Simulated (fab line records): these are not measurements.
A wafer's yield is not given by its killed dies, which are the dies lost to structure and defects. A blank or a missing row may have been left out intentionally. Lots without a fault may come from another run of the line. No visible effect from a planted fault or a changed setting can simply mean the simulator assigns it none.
Matching of chambers | flow gf180mcu | GF_V5_ETCH_16 on rie_diel-01 has 4 sister chambers
The step etches BARC in N2/H2. 8 wafers are shown with their chamber, then 7 later ones without.

== WAFERS PAIRED WITH THEIR CHAMBERS ==
wafer  | chamber | drypump_motor_current_A (A) | throttle_valve_pct (%)
L959.6 | 0       | 5.9                         | 13.223
L963.1 | 0       | 6.0                         | 13.220
L963.2 | 3       | 6.0                         | 13.227
L970.3 | 1       | 6.0                         | 13.216
L970.4 | 2       | 5.8                         | 13.222
L970.5 | 2       | 5.8                         | 13.228
L971.1 | 3       | 6.0                         | 13.219
L971.4 | 1       | 5.9                         | 13.214

== WAFERS WHOSE CHAMBER IS MISSING ==
wafer  | drypump_motor_current_A (A) | throttle_valve_pct (%)
L971.5 | 6.0                         | 13.222
L979.2 | 6.0                         | 13.220
L979.4 | 6.0                         | 13.218
L979.5 | 6.0                         | 13.220
L980.1 | 6.0                         | 13.232
L980.4 | 6.0                         | 13.227
L980.6 | 5.9                         | 13.224

== WHICH CHAMBER EACH WENT THROUGH ==
wafer  | from the rows above               | in truth
L971.5 | can't be placed: 3 or 0 or 1      | 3
L979.2 | can't be placed: 3 or 0 or 1      | 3
L979.4 | can't be placed: 1 or 3 or 0      | 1
L979.5 | can't be placed: 3 or 0 or 1      | 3
L980.1 | can't be placed: 3 or 0           | 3
L980.4 | can't be placed: 3 or 0           | 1
L980.6 | can't be placed: 0 or 2 or 3 or 1 | 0
Placed correctly: 0 of 7. Not placeable from these rows: 7 (in 6, the candidates include the true chamber). 0 placed wrongly.
How it was worked out, from the rows above alone: a wafer's distance from a chamber is the root of the sum, over the readings, of the square of ((its reading less the chamber's mean) divided by the reading's scatter). If the next closest chamber is less than 2 further off than the closest, the wafer can't be placed; otherwise it belongs to the closest. Each chamber's mean is taken over the wafers shown for it. The scatter is the square root of a quotient: the sum, over the shown wafers, of each reading's squared deviation from its chamber's mean, divided by wafers minus chambers.
